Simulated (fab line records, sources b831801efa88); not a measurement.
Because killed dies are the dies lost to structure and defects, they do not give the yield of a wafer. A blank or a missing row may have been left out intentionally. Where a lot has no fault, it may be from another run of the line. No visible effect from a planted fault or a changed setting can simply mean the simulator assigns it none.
fab line records	flow sky130
record lots=5	wafers=14	last_day=51
route steps=708 shown CONTACT@422 METAL1@434 PAD_OPEN@708
lots with no fault: from the same line, run without faults
start_h: hours from the record's first day to the start of the lot's first wafer shown	wait_h: hours elapsed since this lot's preceding step	" same as the row above	L1.1+2: a row that stands for several wafers	- either no value or no given start	* or withheld: withheld	< > ~ a bound
route shown NAME@n: NAME is a module with steps in the file, n the number in the route of the first one	usual: average and standard deviation across the fault-free wafers	same: alike in all rows	chamber/n: place in a boat	sites: the reading at each site	_std_site: standard deviation across them	_edge_site: mean of outer sites minus mean of inner sites	radius_mm: for every site, how far away it sits from the centre of the wafer	mask NAME#n: copy n	behind: the most recent tool/chamber to have shaped the wafer	hold: why the lot was held/for how many hours/how that ended	device: the transistor (n, p or np) that didn't switch	end of line: the same wafers' tests at the end of the route	where a step has no rows: the recipe by itself	killed: not the wafer's yield, but the dies lost to structure and defects at the first sort	map: dies across one wafer; x = killed, . = not, _ = none there
set.NAME: the setting as run; set.NAME@STEP: as run at that earlier step	model.NAME: the simulator's own value behind a step, which no gauge read
lots seen at some steps along the route; tables by step, rows by wafer
services: the hour from which a tool's chamber was out of use, counted from the record's first day as start_h (under 0 if before that day), plus the number of hours and why
## steps
# step SKY_CONTACT_ETCH_16
# recipe chemistry=N2/H2	target=BARC	ion_energy_ev=200	source_w=500	bias_w=100	pressure_mtorr=30	n2_flow_sccm=100	h2_flow_sccm=200	stop_on=SiO2	time_s=45.9	target_depth_a=600
# usual drypump_motor_current_A=5.8/0.34	oes_product_au=0.855/0.0043	throttle_valve_pct=13.225/0.009
lot.wafer	tool	chamber	start_h	wait_h	drypump_motor_current_A	oes_product_au	rf_hours_counter_h	throttle_valve_pct
L242.1	rie_diel-03	3	757.35	0.0	5.8	0.850	42	13.221
L242.5	"	2	"	"	5.9	0.855	-	13.223
L242.6	"	1	"	"	6.2	0.858	-	13.224
L245.2	rie_diel-03	0	787.37	0.0	5.9	0.861	19	13.234
L245.3	"	3	"	"	5.7	0.852	0	13.214
L245.5	"	0	"	"	5.9	0.855	-	13.214
L255.4	rie_diel-02	0	857.73	0.0	5.3	0.854	19	13.232
L255.6	"	1	"	"	5.0	0.849	-	13.229
L261.1	rie_diel-03	3	903.00	0.0	5.8	0.853	3	13.235
L261.2	"	1	"	"	6.1	0.851	5	13.213
L261.3	"	0	"	"	5.9	0.848	23	13.225
L264.2	rie_diel-03	0	917.12	0.0	5.9	0.855	23	13.220
L264.5	"	0	"	"	5.9	0.858	-	13.235
L264.6	"	1	"	"	6.2	0.857	-	13.236
# step SKY_CONTACT_ETCH_17
# recipe target=SiO2	chemistry=C4F8/O2/Ar	stop_on=Si3N4	mask_material=KrF-thick	source_w=1500	bias_w=1200	pressure_mtorr=40	c4f8_flow_sccm=withheld	O2_flow_sccm=6	Ar_flow_sccm=300	time_s=withheld	target_depth_a=3400
# usual oes_product_au=0.892/0.0047
lot.wafer	tool	chamber	start_h	wait_h	oes_product_au
L242.1	rie_diel-03	3	757.39	0.0	0.893
L242.5	"	2	"	"	0.898
L242.6	"	1	"	"	0.893
L245.2	rie_diel-03	0	787.41	0.0	0.898
L245.3	"	3	"	"	0.890
L245.5	"	0	"	"	0.899
L255.4	rie_diel-02	0	857.77	0.0	0.883
L255.6	"	1	"	"	0.891
L261.1	rie_diel-03	3	903.04	0.0	0.886
L261.2	"	1	"	"	0.891
L261.3	"	0	"	"	0.885
L264.2	rie_diel-03	0	917.16	0.0	0.892
L264.5	"	0	"	"	0.891
L264.6	"	1	"	"	0.893
# step SKY_CONTACT_ETCH_18
# recipe target=Si3N4	chemistry=CHF3/O2	stop_on=TiN	source_w=600	bias_w=200	pressure_mtorr=40	chf3_flow_sccm=50	O2_flow_sccm=5	time_s=39	target_depth_a=750
# step SKY_CONTACT_STRIP_19
# recipe chemistry=O2/N2	power_w=1400	pressure_mtorr=1500	platen_temp_c=withheld	o2_flow_sccm=3000	n2_flow_sccm=300	overash_fraction=0.5
# step SKY_CONTACT_STRIP_20
# recipe chemistry=post_etch_residue_remover	time_s=1200	temp_c=72.5
# step SKY_CONTACT_CLEAN_21
# recipe chemistry=IPA	time_s=180	temp_c=25
# step SKY_CONTACT_CLEAN_22
# recipe chemistry=O3/DIW	dry=n2_spin
# step SKY_CONTACT_SPUTTER_23
# recipe material=TiN	target_thk_nm=20	chamber_pressure_pa=5	power_w=4000	time_s=80
# step SKY_CONTACT_CVD_24
# recipe material=W	target_thk_nm=340	time_s=102.12	temp_c=400	pressure_torr=40
# usual chamber_pressure_Torr=39.99/0.094	heater_power_w=888/34
lot.wafer	tool	chamber	start_h	wait_h	chamber_pressure_Torr	heater_power_w
L242.1	cvd_w-01	0	758.14	0.0	40.00	855
L242.5	"	0	"	"	39.93	839
L242.6	"	1	"	"	39.85	821
L245.2	cvd_w-02	0	788.16	0.0	40.00	931
L245.3	"	1	"	"	40.07	915
L245.5	"	0	"	"	40.10	913
L255.4	cvd_w-01	1	858.66	0.1	40.12	846
L255.6	"	1	"	"	39.95	837
L261.1	cvd_w-02	1	903.78	0.0	39.94	916
L261.2	"	0	"	"	39.86	914
L261.3	"	0	"	"	40.02	906
L264.2	cvd_w-02	0	917.91	0.0	39.96	929
L264.5	"	0	"	"	40.01	921
L264.6	"	1	"	"	40.00	916
# step SKY_CONTACT_RS_MEAS_25
# recipe thk_meas_gauge=four-point-probe	reads=W_of_CONTACT_CVD_24+TiN_of_CONTACT_SPUTTER_23
# usual CONTACT_W_RS=0.336/0.0052
lot.wafer	tool	chamber	start_h	wait_h	CONTACT_W_RS[ohm/sq]
L242.1	film_metro-04	-	758.25	0.1	0.343
L242.5	"	-	"	"	0.343
L242.6	"	-	"	"	0.333
L245.2	film_metro-03	-	788.29	0.1	0.332
L245.3	"	-	"	"	0.340
L245.5	"	-	"	"	0.335
L255.4	film_metro-03	-	858.79	0.1	0.335
L255.6	"	-	"	"	0.338
L261.1	film_metro-03	-	903.89	0.1	0.339
L261.2	"	-	"	"	0.330
L261.3	"	-	"	"	0.332
L264.2	film_metro-03	-	918.04	0.1	0.325
L264.5	"	-	"	"	0.328
L264.6	"	-	"	"	0.339
# step SKY_CONTACT_THK_MEAS_26
# recipe thk_meas_gauge=xrf	reads=W_of_CONTACT_CVD_24
# usual CONTACT_W_THK=337/5.7
lot.wafer	tool	chamber	start_h	wait_h	CONTACT_W_THK[nm]
L242.1	film_metro-04	-	758.37	0.1	329
L242.5	"	-	"	"	326
L242.6	"	-	"	"	340
L245.2	film_metro-03	-	788.40	0.1	342
L245.3	"	-	"	"	333
L245.5	"	-	"	"	341
L255.4	film_metro-03	-	858.88	0.1	340
L255.6	"	-	"	"	339
L261.1	film_metro-03	-	904.01	0.1	338
L261.2	"	-	"	"	343
L261.3	"	-	"	"	341
L264.2	film_metro-03	-	918.15	0.1	352
L264.5	"	-	"	"	350
L264.6	"	-	"	"	341
# step SKY_CONTACT_CMP_27
# recipe stop_on=SiO2	t_overpolish_s=15	down_force_psi=3.5	platen_rpm=60	target_thk_nm=0	pad_velocity_m_s=0.94248
# usual motor_current_A=10.9/0.77	overpolish_run_s=14.999/0.0098	retaining_ring_pressure_frac=1.001/0.0048	time_to_endpoint_s=83/3.2
lot.wafer	tool	chamber	start_h	wait_h	motor_current_A	overpolish_run_s	retaining_ring_pressure_frac	time_to_endpoint_s
L242.1	cmp-01	2	758.43	0.1	10.2	15.018	0.999	82
L242.5	"	2	"	"	10.9	14.997	0.999	85
L242.6	"	3	"	"	12.2	15.009	1.005	82
L245.2	cmp-01	0	788.60	0.2	10.4	15.000	1.000	87
L245.3	"	2	"	"	10.6	14.992	0.999	86
L245.5	"	0	"	"	10.1	14.988	0.996	87
L255.4	cmp-01	3	859.06	0.2	12.0	14.989	1.003	81
L255.6	"	1	"	"	10.8	14.992	1.002	80
L261.1	cmp-02	2	904.12	0.1	10.1	14.997	1.000	83
L261.2	"	3	"	"	9.8	14.991	1.000	85
L261.3	"	0	"	"	12.6	15.002	1.000	84
L264.2	cmp-02	0	918.31	0.1	11.9	15.002	1.002	85
L264.6	"	0	"	"	11.9	14.995	1.006	80
L264.5	"	1	"	"	11.0	14.999	1.010	90
# step SKY_METAL1_SPUTTER_00
# recipe material=Ti	target_thk_nm=15	power_w=3000	time_s=10	chamber_pressure_pa=0.4
# usual cathode_dc_power_W=3000.0/0.57	throttle_valve_pct=30.1/1.2
lot.wafer	tool	chamber	start_h	wait_h	cathode_dc_power_W	throttle_valve_pct	model.Ti_of_METAL1_SPUTTER_00.thk_nm
L242.1	pvd_sputter-02	-	758.73	0.2	3000.6	29.8	15.05
L242.5	"	-	"	"	2999.7	30.8	14.82
L242.6	"	-	"	"	3000.2	28.7	15.16
L245.2	pvd_sputter-01	-	788.85	0.2	3001.3	31.5	14.53
L245.3	"	-	"	"	2999.3	32.0	14.69
L245.5	"	-	"	"	2999.9	31.3	14.91
L255.4	pvd_sputter-02	-	859.21	0.1	3000.4	29.5	25.24
L255.6	"	-	"	"	2999.9	30.5	14.89
L261.1	pvd_sputter-01	-	904.37	0.2	3000.5	31.7	15.05
L261.2	"	-	"	"	2999.4	31.2	15.23
L261.3	"	-	"	"	2999.5	31.4	14.84
L264.2	pvd_sputter-04	-	918.61	0.2	3000.2	27.8	14.82
L264.5	"	-	"	"	3000.3	28.5	14.73
L264.6	"	-	"	"	3000.3	29.9	15.03
# step SKY_METAL1_SPUTTER_01
# recipe material=TiN	target_thk_nm=20	power_w=6500	time_s=16.7	chamber_pressure_pa=0.4
# usual cathode_dc_power_W=6500.1/1.1	throttle_valve_pct=30.1/1.2
lot.wafer	tool	chamber	start_h	wait_h	cathode_dc_power_W	throttle_valve_pct
L242.1	pvd_sputter-02	-	758.75	0.0	6500.2	29.9
L242.5	"	-	"	"	6500.1	30.6
L242.6	"	-	"	"	6498.3	29.0
L245.2	pvd_sputter-01	-	788.87	0.0	6498.7	31.0
L245.3	"	-	"	"	6498.5	31.8
L245.5	"	-	"	"	6500.3	31.2
L255.4	pvd_sputter-02	-	859.24	0.0	6501.7	29.8
L255.6	"	-	"	"	6501.0	30.8
L261.1	pvd_sputter-01	-	904.39	0.0	6499.2	31.8
L261.2	"	-	"	"	6500.6	31.4
L261.3	"	-	"	"	6498.0	31.6
L264.2	pvd_sputter-04	-	918.64	0.0	6502.6	28.1
L264.5	"	-	"	"	6500.2	28.4
L264.6	"	-	"	"	6501.1	29.9
# step SKY_PAD_OPEN_PROBE_99
# usual defect_limited_yield=82.7/1.9	killed_at_M0_to_M3=44/7.2	killed_at_M4_up=2.9/1.8	killed_at_contacts=24/5.2	killed_at_front_end=15/4	killed_at_other=0.2/0.49	killed_dies=85/9.1	killed_open=47/6.8	killed_short=38/5.7	sort_bin_3_pad_short=0.9/0.44	sort_bin_5_function=10.3/1.4	sort_bin_6_memory=6.2/1.1	sort_n_pass=407/9.1	sort_yield_pct=82.7/1.9
# same gross_dies=492	killed_at_back_side=0	sort_bin_4_leakage[%]=0	sort_bin_8_speed[%]=0
lot.wafer	tool	chamber	start_h	wait_h	defect_limited_yield[%]	killed_at_M0_to_M3	killed_at_M4_up	killed_at_contacts	killed_at_front_end	killed_at_other	killed_dies	killed_open	killed_short	sort_bin_3_pad_short[%]	sort_bin_5_function[%]	sort_bin_6_memory[%]	sort_n_pass	sort_yield_pct[%]
L242.1	prober-02	-	1101.19	0.1	81.9	36	10	22	20	1	89	51	38	1.2	11.0	5.9	403	81.9
L242.5	prober-02	-	1101.39	0.2	84.1	39	1	25	13	0	78	45	33	0.4	9.6	5.9	414	84.1
L242.6	prober-02	-	1101.44	0.2	84.6	39	1	20	16	0	76	45	31	0.6	9.8	5.1	416	84.6
L255.4	prober-01	-	1175.42	0.2	82.5	39	2	24	20	1	86	48	38	1.2	10.2	6.1	406	82.5
L255.6	prober-01	-	1175.52	0.2	86.4	29	1	25	10	2	67	39	28	0.4	8.1	5.1	425	86.4
L264.2	prober-02	-	1212.96	0.1	85.6	40	2	14	14	1	71	40	31	0.4	8.9	5.1	421	85.6
L264.5	prober-02	-	1213.11	0.2	84.3	40	5	21	11	0	77	46	31	0.2	9.8	5.7	415	84.3
L264.6	prober-02	-	1213.16	0.2	82.9	53	3	14	14	0	84	50	34	0.4	10.0	6.7	408	82.9
# killed by level:class
L242.1 CONTACT:geometric_particle:open=9 LI_CONTACT:geometric_particle:open=7 METAL1:geometric_particle:short=7 VIA1:geometric_particle:open=7 VIA2:geometric_particle:open=6 FIELD_ISO:geometric_particle:short=5 POLY_GATE:geometric_particle:short=5 METAL4:geometric_particle:short=5
L242.5 CONTACT:geometric_particle:open=8 VIA2:geometric_particle:open=7 CONTACT:geometric_particle:short=6 VIA1:geometric_particle:open=6 METAL1:geometric_particle:short=5 LI_CONTACT:geometric_particle:open=5 VIA3:geometric_particle:open=5 POLY_GATE:geometric_particle:open=4
L242.6 VIA1:geometric_particle:open=11 CONTACT:geometric_particle:open=10 VIA1:geometric_particle:short=6 VIA3:geometric_particle:open=6 FIELD_ISO:geometric_particle:short=5 LI_CONTACT:geometric_particle:open=5 FIELD_ISO:geometric_particle:open=4 METAL1:geometric_particle:short=4
L255.4 CONTACT:geometric_particle:open=10 POLY_GATE:geometric_particle:open=9 VIA1:geometric_particle:open=9 VIA2:geometric_particle:open=7 LI_CONTACT:geometric_particle:open=6 METAL2:geometric_particle:short=6 CONTACT:geometric_particle:short=5 METAL1:geometric_particle:short=5
L255.6 CONTACT:geometric_particle:open=8 VIA1:geometric_particle:open=7 LI_CONTACT:geometric_particle:open=7 LOCAL_INTERCONNECT:geometric_particle:short=5 VIA1:geometric_particle:short=4 FIELD_ISO:geometric_particle:short=3 POLY_GATE:geometric_particle:short=3 CONTACT:geometric_particle:short=3
L264.2 VIA3:geometric_particle:open=11 VIA1:geometric_particle:open=7 CONTACT:geometric_particle:open=5 METAL1:geometric_particle:short=5 FIELD_ISO:geometric_particle:open=4 METAL3:geometric_particle:short=4 LOCAL_INTERCONNECT:geometric_particle:short=4 VIA1:geometric_particle:short=4
L264.5 VIA1:geometric_particle:open=9 CONTACT:geometric_particle:open=8 VIA2:geometric_particle:open=7 METAL1:geometric_particle:short=6 LI_CONTACT:geometric_particle:short=5 VIA3:geometric_particle:open=5 VIA1:geometric_particle:short=4 POLY_GATE:geometric_particle:short=3
L264.6 VIA1:geometric_particle:open=15 METAL1:geometric_particle:short=11 VIA3:geometric_particle:open=10 POLY_GATE:geometric_particle:open=7 VIA2:geometric_particle:open=6 LOCAL_INTERCONNECT:geometric_particle:short=4 CONTACT:geometric_particle:open=4 METAL2:geometric_particle:short=4
## services
tool	chamber	start_h	hours	kind
pvd_sputter-02	-	744.56	13.8	repair
rie_diel-02	-	748.10	0.9	repair
cmp-01	-	749.50	4.0	pm
pvd_sputter-02	-	753.37	1.3	repair
pvd_sputter-02	-	769.51	2.3	repair
cmp-02	-	773.32	1.6	repair
cvd_w-01	-	781.11	28.1	pm
rie_diel-02	2	783.51	3.7	repair
pvd_sputter-04	-	801.15	5.0	repair
pvd_sputter-04	-	810.33	0.9	repair
cvd_w-01	-	832.26	0.4	repair
rie_diel-03	-	839.53	4.9	repair
cmp-02	-	844.01	6.1	repair
pvd_sputter-04	-	850.83	2.8	repair
cmp-01	-	853.43	0.9	repair
rie_diel-03	3	858.05	14.4	repair
cvd_w-02	-	862.20	14.6	pm
cmp-02	-	862.74	19.6	pm
cmp-01	-	882.59	5.5	pm
cmp-02	-	892.65	5.4	pm
cvd_w-01	-	904.00	14.0	pm
cmp-02	-	912.07	4.0	pm
cmp-02	-	912.90	1.0	repair
cmp-01	-	916.07	5.4	pm
## key
first_sign none at tools or gauges
model_effect step=SKY_METAL1_SPUTTER_00	value=Ti_of_METAL1_SPUTTER_00.thk_nm	without=14.78	struck=25.24
met_at SKY_METAL1_SPUTTER_00
struck_wafers L255.4
onset_between 758.73 859.21
fault kind=process_parameter_drift	tool=pvd_sputter-02	chamber=-	onset_h=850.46	steps=SKY_METAL1_SPUTTER_00	channel=target_thk_nm	offset=10.459	shape=step	end_h=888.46	scope=struck_wafers_only	acts_in=these_recipes_only	stated=15
